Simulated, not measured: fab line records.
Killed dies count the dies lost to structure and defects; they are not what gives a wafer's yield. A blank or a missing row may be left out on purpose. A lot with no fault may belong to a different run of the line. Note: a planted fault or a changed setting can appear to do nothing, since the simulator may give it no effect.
Chamber matching / flow sky130 / SKY_PASSIVATION_CVD_02 on pecvd-02 has 3 sister chambers
The step deposits Si3N4, target thk 540 nm. 15 wafers are shown with their chamber, then 7 later ones without.

EACH WAFER AND ITS CHAMBER
wafer=L729.1; chamber=0; heaterPowerW (W)=747
wafer=L729.4; chamber=0; heaterPowerW (W)=591
wafer=L729.6; chamber=1; heaterPowerW (W)=661
wafer=L732.3; chamber=2; heaterPowerW (W)=543
wafer=L732.4; chamber=0; heaterPowerW (W)=685
wafer=L732.5; chamber=2; heaterPowerW (W)=612
wafer=L735.2; chamber=2; heaterPowerW (W)=698
wafer=L735.3; chamber=0; heaterPowerW (W)=640
wafer=L738.1; chamber=0; heaterPowerW (W)=748
wafer=L738.2; chamber=1; heaterPowerW (W)=781
wafer=L738.3; chamber=1; heaterPowerW (W)=810
wafer=L740.2; chamber=2; heaterPowerW (W)=621
wafer=L740.5; chamber=2; heaterPowerW (W)=642
wafer=L740.6; chamber=0; heaterPowerW (W)=728
wafer=L742.1; chamber=1; heaterPowerW (W)=675

SIGNATURES (means of the wafers above)
reading=heaterPowerW; chamber 0=689.83; chamber 1=731.75; chamber 2=623.20; scatter within a chamber=64.3
Rule: distance of a wafer from a chamber = root of the sum over the readings of ((wafer's reading minus chamber's mean) / reading's scatter) squared. The wafer belongs to the nearest chamber; if the next one is less than 2 further off, it can't be placed. The scatter: the root of (the sum of the squares of (reading less its chamber's mean) over the shown wafers, divided by (wafers less chambers)).

WAFERS WHOSE CHAMBER IS MISSING
wafer=L742.2; heaterPowerW (W)=681
wafer=L742.6; heaterPowerW (W)=736
wafer=L743.2; heaterPowerW (W)=830
wafer=L743.4; heaterPowerW (W)=673
wafer=L750.1; heaterPowerW (W)=701
wafer=L750.2; heaterPowerW (W)=711
wafer=L750.4; heaterPowerW (W)=747

THE CHAMBER EACH PASSED THROUGH
wafer=L742.2; from the rows above=can't be placed: 0 or 1 or 2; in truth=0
wafer=L742.6; from the rows above=can't be placed: 1 or 0 or 2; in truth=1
wafer=L743.2; from the rows above=can't be placed: 1 or 0 or 2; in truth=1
wafer=L743.4; from the rows above=can't be placed: 0 or 2 or 1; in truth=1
wafer=L750.1; from the rows above=can't be placed: 0 or 1 or 2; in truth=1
wafer=L750.2; from the rows above=can't be placed: 1 or 0 or 2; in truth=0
wafer=L750.4; from the rows above=can't be placed: 1 or 0 or 2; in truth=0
Correct placement for 0 of the 7. These rows do not allow placing 7 (true chamber among the candidates in 7). 0 placed wrongly.
